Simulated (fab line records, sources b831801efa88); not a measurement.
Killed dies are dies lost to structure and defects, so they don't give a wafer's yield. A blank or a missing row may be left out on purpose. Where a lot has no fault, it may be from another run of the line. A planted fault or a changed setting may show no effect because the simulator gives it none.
What tool caused it? | flow gf180mcu | 36 wafers from 12 lots sampled at 5 of the route's 602 steps

== WHAT THE GAUGES SHOWED, per wafer ==
GF_M4_CD_MEAS_14: target cd 280 nm.
lot  | measured     | on        | cd-nm (nm)
L954 | day 24 01:59 | cd-sem-01 | 279.9 279.7 280.4
L955 | day 24 05:25 | cd-sem-01 | 279.5 279.7 279.5
L957 | day 24 23:17 | cd-sem-02 | 280.7 281.6 281.7
L958 | day 25 06:59 | cd-sem-02 | 278.7 278.0 279.9
L959 | day 25 14:20 | cd-sem-02 | 281.8 280.3 280.7
L962 | day 26 19:30 | cd-sem-02 | 280.7 281.5 281.0
L964 | day 27 09:46 | cd-sem-01 | 282.1 282.3 281.6
L965 | day 27 12:29 | cd-sem-02 | 281.0 280.8 279.7
L966 | day 27 20:53 | cd-sem-01 | 280.5 280.7 279.7
L970 | day 28 23:22 | cd-sem-01 | 294.3 294.1 295.5
L971 | day 29 16:47 | cd-sem-01 | 280.8 280.6 280.1
L972 | day 29 18:09 | cd-sem-02 | 294.1 294.1 294.7

== EACH LOT AND THE TOOL THAT RAN IT (in order: tool; ch and the chambers of the sampled wafers; start) ==
lot  | GF_V3_CMP_04                  | GF_M4_SPUTTER_03             | GF_M4_SPUTTER_04             | GF_M4_PEB_12
L954 | cmp-01 ch 0,1,2, day 22 01:48 | pvd-sputter-02, day 23 03:10 | pvd-sputter-02, day 23 03:11 | litho-track-01 ch 0, day 24 01:38
L955 | cmp-02 ch 1,3, day 22 05:56   | pvd-sputter-04, day 23 06:40 | pvd-sputter-04, day 23 06:41 | litho-track-03 ch 0, day 24 05:04
L957 | cmp-01 ch 0,3, day 23 01:16   | pvd-sputter-02, day 24 01:27 | pvd-sputter-02, day 24 01:28 | litho-track-01 ch 0, day 24 22:56
L958 | cmp-01 ch 0,1,2, day 23 08:08 | pvd-sputter-01, day 24 08:58 | pvd-sputter-01, day 24 08:59 | litho-track-03 ch 0, day 25 06:33
L959 | cmp-02 ch 0,1,3, day 23 16:31 | pvd-sputter-01, day 24 16:10 | pvd-sputter-01, day 24 16:11 | litho-track-01 ch 0, day 25 13:59
L962 | cmp-02 ch 0,2,3, day 24 23:48 | pvd-sputter-02, day 25 23:02 | pvd-sputter-02, day 25 23:03 | litho-track-04 ch 0, day 26 19:10
L964 | cmp-01 ch 0,1, day 25 13:47   | pvd-sputter-02, day 26 13:31 | pvd-sputter-02, day 26 13:32 | litho-track-04 ch 0, day 27 09:27
L965 | cmp-01 ch 0,3, day 25 17:23   | pvd-sputter-01, day 26 16:41 | pvd-sputter-01, day 26 16:42 | litho-track-04 ch 0, day 27 12:08
L966 | cmp-02 ch 1,2,3, day 26 01:52 | pvd-sputter-01, day 27 01:05 | pvd-sputter-01, day 27 01:06 | litho-track-01 ch 0, day 27 20:32
L970 | cmp-02 ch 0,1,2, day 27 06:43 | pvd-sputter-04, day 28 04:23 | pvd-sputter-04, day 28 04:24 | litho-track-01 ch 0, day 28 23:02
L971 | cmp-01 ch 0,1,3, day 28 00:21 | pvd-sputter-01, day 28 21:29 | pvd-sputter-01, day 28 21:30 | litho-track-04 ch 0, day 29 16:26
L972 | cmp-02 ch 1,2,3, day 28 01:26 | pvd-sputter-01, day 28 22:29 | pvd-sputter-01, day 28 22:31 | litho-track-01 ch 0, day 29 17:49
- GF_V3_CMP_04: polishes SiO2.
- GF_M4_SPUTTER_03: material Ti, target thk 10 nm, time 6.7 s.
- GF_M4_SPUTTER_04: material TiN, target thk 50 nm, time 41.7 s.
- GF_M4_PEB_12: peb time 90 s.

== WHAT THE TOOLS THEMSELVES READ (means of the sampled wafers that have a number; where no wafer has one, the mark that the record gives instead) ==
GF_V3_CMP_04.
lot  | tool   | motor-current-A (A) | slurry-flow-ml-min | time-to-endpoint-s (s)
L954 | cmp-01 | 12.5                | 149.9              | 72
L955 | cmp-02 | 12.1                | 150.6              | 83
L957 | cmp-01 | 11.7                | 149.7              | 74
L958 | cmp-01 | 11.8                | 149.6              | 71
L959 | cmp-02 | 12.2                | 150.2              | 86
L962 | cmp-02 | 12.3                | 149.9              | 79
L964 | cmp-01 | 12.1                | 150.1              | 81
L965 | cmp-01 | 11.3                | 150.2              | 78
L966 | cmp-02 | 11.6                | 150.1              | 84
L970 | cmp-02 | 11.3                | 150.3              | 82
L971 | cmp-01 | 12.2                | 150.1              | 80
L972 | cmp-02 | 11.4                | 150.3              | 87

GF_M4_SPUTTER_03.
lot  | tool           | chamber-pressure-pa (Pa) | throttle-valve-pct (%)
L954 | pvd-sputter-02 | 0.2995                   | 30.9
L955 | pvd-sputter-04 | 0.2985                   | 30.5
L957 | pvd-sputter-02 | 0.2996                   | 30.9
L958 | pvd-sputter-01 | 0.3001                   | 30.0
L959 | pvd-sputter-01 | 0.2997                   | 29.1
L962 | pvd-sputter-02 | 0.2998                   | 31.7
L964 | pvd-sputter-02 | 0.2998                   | 31.6
L965 | pvd-sputter-01 | 0.3004                   | 29.9
L966 | pvd-sputter-01 | 0.3002                   | 29.3
L970 | pvd-sputter-04 | 0.3006                   | 29.8
L971 | pvd-sputter-01 | 0.2998                   | 29.7
L972 | pvd-sputter-01 | 0.2997                   | 29.5

GF_M4_SPUTTER_04.
lot  | tool           | chamber-pressure-pa (Pa) | throttle-valve-pct (%)
L954 | pvd-sputter-02 | 0.3994                   | 31.0
L955 | pvd-sputter-04 | 0.4000                   | 30.5
L957 | pvd-sputter-02 | 0.3994                   | 30.8
L958 | pvd-sputter-01 | 0.4002                   | 29.9
L959 | pvd-sputter-01 | 0.3994                   | 28.8
L962 | pvd-sputter-02 | 0.3996                   | 31.8
L964 | pvd-sputter-02 | 0.3993                   | 31.9
L965 | pvd-sputter-01 | 0.4005                   | 30.0
L966 | pvd-sputter-01 | 0.3997                   | 29.4
L970 | pvd-sputter-04 | 0.3996                   | 29.7
L971 | pvd-sputter-01 | 0.3997                   | 29.6
L972 | pvd-sputter-01 | 0.3994                   | 29.4

GF_M4_PEB_12.
lot  | tool           | heater-power-total-W (W) | plate-temp-C (C)
L954 | litho-track-01 | 85.69                    | 135.10
L955 | litho-track-03 | 85.73                    | 135.12
L957 | litho-track-01 | 85.73                    | 134.85
L958 | litho-track-03 | 85.66                    | 134.98
L959 | litho-track-01 | 85.67                    | 135.21
L962 | litho-track-04 | 85.68                    | 134.74
L964 | litho-track-04 | 85.71                    | 135.02
L965 | litho-track-04 | 85.71                    | 135.02
L966 | litho-track-01 | 85.73                    | 134.91
L970 | litho-track-01 | 82.05                    | 130.76
L971 | litho-track-04 | 85.62                    | 135.16
L972 | litho-track-01 | 82.16                    | 130.63

== THE ANSWER, worked out from the rows above alone ==
Rule: the lots themselves supply what counts as usual. Put in order of their means at a reading, lots are off if they are a third of the lots or fewer, leave a main group of 4 or more, and stand apart from it by a gap of 3 or more times the standard deviation of the main group's means; of several such gaps the widest counts. A main group is skipped when, at the precision printed for the reading in the tables above, its means are all equal. Also off: a lot with no number at a reading for which 4 or more lots have one. Where the step has rows for the other lots, those lots are counted as sound. Order of review: gauges by route order, followed by the tools' own readings, for which a lot's mean as printed above is used. The first step at which some lot is off is used, and at that step the reading that is off furthest; a lot without a number counts as furthest.
Off, at GF_M4_CD_MEAS_14 on cd-nm: L970, L972. The main group: mean 280.5 nm, standard deviation 0.85.
If a tool, at a process step before that reading, ran all the lots that are off and no sound lot after the first of them, it fits. The gauges at GF_M4_CD_MEAS_14 aren't tried: what is off there is off at GF_M4_PEB_12 too, on other tools, and a gauge's error can't cause that. Can't be told from this: 2 tools fit, cmp-02 at GF_V3_CMP_04, litho-track-01 at GF_M4_PEB_12.

== WHAT WAS PUT IN BY THE SIMULATOR ==
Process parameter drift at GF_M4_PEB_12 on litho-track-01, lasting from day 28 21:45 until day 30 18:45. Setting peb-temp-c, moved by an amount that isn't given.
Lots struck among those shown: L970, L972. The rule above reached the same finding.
